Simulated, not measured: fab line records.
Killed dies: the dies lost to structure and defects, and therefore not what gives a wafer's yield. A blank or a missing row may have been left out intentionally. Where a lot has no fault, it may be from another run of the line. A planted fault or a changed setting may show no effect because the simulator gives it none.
Code-filled problem report in 8D (eight disciplines) form    flow gf180mcu    the parts of the form that need people (team, actions taken, sign-off) are left out

1. WHAT WENT WRONG
Wafers without a fault read 3e+13, standard deviation 3.3e+10; dose_ions_cm2 at GF_HV_LDD_IMPLANT_48 reads a mean of 3e+13 on 6 wafers belonging to 2 lots. Relative to the usual mean, that is a shift of -32 standard deviations.
First observed at day 15 18:28: wafer L770.1, on implanter-04. Wafers with a number at this step in the record: 42, from 14 lots. Rule for "out" (also "out of limits"): further than 4 standard deviations from the usual mean. All remaining wafers that have a number are taken as sound.

2. WHAT IT IS, AND WHAT IT ISN'T
question                     is                      is not
which readings at this step  dose_ions_cm2           -
which lots                   L770, L771              L760, L761, L762, L763, L774, L775, L777, L778, L779, L780, L781, L782
which wafers of those lots   all that have a number  -
read on which tools          implanter-04            implanter-01, implanter-03
when                         from day 15 18:28       up to then (12 sound wafers); but 24 sound wafers of L774, L775, L777, L778, L779, L780, L781, L782 came after

3. SUSPECTS, AND WHAT RULES EACH OUT
Counting: any tool at a process step up to the reading is kept as a suspect provided that every lot that is out went through it and no sound lot did after the first of them.
- implanter-04 at GF_HV_LDD_IMPLANT_48: ruled out as a lasting fault. After its first lot that is out, L770 (day 15 18:28), sound lots L778, L780, L782 ran on it.
Left after counting: nothing in the record.

4. THE CAUSE (what the simulator had put in)
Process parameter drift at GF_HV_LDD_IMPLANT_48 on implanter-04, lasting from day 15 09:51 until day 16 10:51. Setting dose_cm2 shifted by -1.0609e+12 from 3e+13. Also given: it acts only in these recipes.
Counting ruled it out, wrongly.

5. SEQUENCE OF EFFECTS, ordered by route
Rows list readings where the struck wafers' mean (over those with a number) sits beyond 3 standard deviations from the usual. Scope: only readings with a usual standard deviation given in the record; hours: median across lots of the time from each lot's start at the first step in this table that gives one to its start at this step; sigmas: change in usual standard deviations.
hours  step                  reading        usual  on struck wafers  change  sigmas
0      GF_HV_LDD_IMPLANT_48  dose_ions_cm2  3e+13  3e+13             -1e+12  -32
It contains these process steps:
- GF_HV_LDD_IMPLANT_48
At these later measuring or inspecting steps, every struck wafer for which the step has a row has a number for every such reading, and none has moved that far: GF_V1_THK_MEAS_03.

6. HOW IT WOULD HAVE BEEN CAUGHT EARLIER
In this record no reading fell out of limits until day 15 18:28, 9 hours after the fault had begun at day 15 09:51.
